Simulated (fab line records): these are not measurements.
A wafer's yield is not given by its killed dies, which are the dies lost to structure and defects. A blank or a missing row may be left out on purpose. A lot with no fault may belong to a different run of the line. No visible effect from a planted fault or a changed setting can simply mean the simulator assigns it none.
A sampling plan put to the test / flow gf180mcu / one line in one fab, 11 faults in these records, each fault weighed on the records of the lots it struck
The plan is the line's own looks: the steps of the route at which a gauge or an inspection reads the wafer and doesn't change it. A look can be judged if struck wafers have a number there and the file gives its usual mean and standard deviation on fault-free wafers. Caught: the struck wafers' mean, at a look after the fault's first step, is 4 or more of those standard deviations (sigma) away from the usual mean. On the tool: the test repeated on the tool's own readings taken at the fault's steps. Caught also covers a different recipe on the struck wafers, or a record left blank for those wafers only.

THE FAULTS, as the simulator had put them in
1. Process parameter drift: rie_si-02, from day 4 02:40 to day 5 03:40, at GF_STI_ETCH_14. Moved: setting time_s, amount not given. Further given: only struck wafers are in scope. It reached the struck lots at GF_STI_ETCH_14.
2. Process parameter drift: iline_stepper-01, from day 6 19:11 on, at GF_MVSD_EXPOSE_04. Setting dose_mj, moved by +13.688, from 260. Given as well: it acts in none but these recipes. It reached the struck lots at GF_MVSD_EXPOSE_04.
3. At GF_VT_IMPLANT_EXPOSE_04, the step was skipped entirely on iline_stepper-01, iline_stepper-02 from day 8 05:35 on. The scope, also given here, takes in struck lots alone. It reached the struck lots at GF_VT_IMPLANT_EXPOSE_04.
4. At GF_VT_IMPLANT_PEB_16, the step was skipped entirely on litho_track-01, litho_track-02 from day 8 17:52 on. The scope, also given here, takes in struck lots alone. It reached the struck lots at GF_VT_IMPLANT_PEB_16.
5. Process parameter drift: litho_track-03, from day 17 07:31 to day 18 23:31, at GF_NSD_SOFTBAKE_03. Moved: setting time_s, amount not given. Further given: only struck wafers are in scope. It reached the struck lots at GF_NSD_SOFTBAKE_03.
6. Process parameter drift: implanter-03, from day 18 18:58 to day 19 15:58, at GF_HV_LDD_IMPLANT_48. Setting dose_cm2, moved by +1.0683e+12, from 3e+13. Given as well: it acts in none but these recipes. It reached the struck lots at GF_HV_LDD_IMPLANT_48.
7. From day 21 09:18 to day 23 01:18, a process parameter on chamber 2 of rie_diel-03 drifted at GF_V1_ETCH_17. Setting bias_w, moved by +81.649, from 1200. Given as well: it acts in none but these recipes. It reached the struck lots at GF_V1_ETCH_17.
8. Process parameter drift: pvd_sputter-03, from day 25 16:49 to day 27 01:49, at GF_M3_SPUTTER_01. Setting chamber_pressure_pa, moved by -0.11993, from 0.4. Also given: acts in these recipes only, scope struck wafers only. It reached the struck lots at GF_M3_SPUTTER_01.
9. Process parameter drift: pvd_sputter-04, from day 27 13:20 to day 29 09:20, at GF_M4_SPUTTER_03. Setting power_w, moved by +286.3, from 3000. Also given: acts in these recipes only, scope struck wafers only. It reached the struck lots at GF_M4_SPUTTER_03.
10. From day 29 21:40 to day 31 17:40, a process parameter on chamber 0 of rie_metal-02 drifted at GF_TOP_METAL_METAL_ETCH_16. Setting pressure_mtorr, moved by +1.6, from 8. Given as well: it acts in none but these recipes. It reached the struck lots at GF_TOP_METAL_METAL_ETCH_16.
11. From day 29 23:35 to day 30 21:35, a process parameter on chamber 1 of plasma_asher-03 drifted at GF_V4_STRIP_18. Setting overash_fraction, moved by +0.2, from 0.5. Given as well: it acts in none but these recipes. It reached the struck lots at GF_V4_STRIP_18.

WHAT THE PLAN SAW
fault=1; on the tool itself=run_length_s +11 sigma; first look that catches it=none of the 2 looks that can be judged after it; reading, sigma=-; median hours from its first step to that look=-; hours from the fault's start to the first struck lot there=-; judged looks passed uncaught=2
fault=2; on the tool itself=exposure_dose_mJ_cm2 +48 sigma; first look that catches it=none of the 2 looks that can be judged after it; reading, sigma=-; median hours from its first step to that look=-; hours from the fault's start to the first struck lot there=-; judged looks passed uncaught=2
fault=3; on the tool itself=no reading that can be judged; first look that catches it=no look after it can be judged; reading, sigma=-; median hours from its first step to that look=-; hours from the fault's start to the first struck lot there=-; judged looks passed uncaught=0
fault=4; on the tool itself=no reading that can be judged; first look that catches it=none of the 2 looks that can be judged after it; reading, sigma=-; median hours from its first step to that look=-; hours from the fault's start to the first struck lot there=-; judged looks passed uncaught=2
fault=5; on the tool itself=heater_power_total_W +23 sigma; first look that catches it=no look after it can be judged; reading, sigma=-; median hours from its first step to that look=-; hours from the fault's start to the first struck lot there=-; judged looks passed uncaught=0
fault=6; on the tool itself=dose_ions_cm2 +31 sigma; first look that catches it=none of the 2 looks that can be judged after it; reading, sigma=-; median hours from its first step to that look=-; hours from the fault's start to the first struck lot there=-; judged looks passed uncaught=2
fault=7; on the tool itself=bias_w +22 sigma; first look that catches it=no look after it can be judged; reading, sigma=-; median hours from its first step to that look=-; hours from the fault's start to the first struck lot there=-; judged looks passed uncaught=0
fault=8; on the tool itself=chamber_pressure_pa -99 or beyond sigma; first look that catches it=no look after it can be judged; reading, sigma=-; median hours from its first step to that look=-; hours from the fault's start to the first struck lot there=-; judged looks passed uncaught=0
fault=9; on the tool itself=cathode_dc_power_W +99 or beyond sigma; first look that catches it=no look after it can be judged; reading, sigma=-; median hours from its first step to that look=-; hours from the fault's start to the first struck lot there=-; judged looks passed uncaught=0
fault=10; on the tool itself=chamber_pressure_mTorr +99 or beyond sigma; first look that catches it=no look after it can be judged; reading, sigma=-; median hours from its first step to that look=-; hours from the fault's start to the first struck lot there=-; judged looks passed uncaught=0
fault=11; on the tool itself=under 2 sigma; first look that catches it=no look after it can be judged; reading, sigma=-; median hours from its first step to that look=-; hours from the fault's start to the first struck lot there=-; judged looks passed uncaught=0
A dash: the fault isn't caught, or these records don't give the number.

Caught at a look: 0 of 11. Caught on the tool: 8 of 11. By one or the other: 8 of 11.
Faults 1, 2, 5, 6, 7, 8, 9, 10 were caught on the tool alone.
Caught by neither: faults 3, 4, 11.
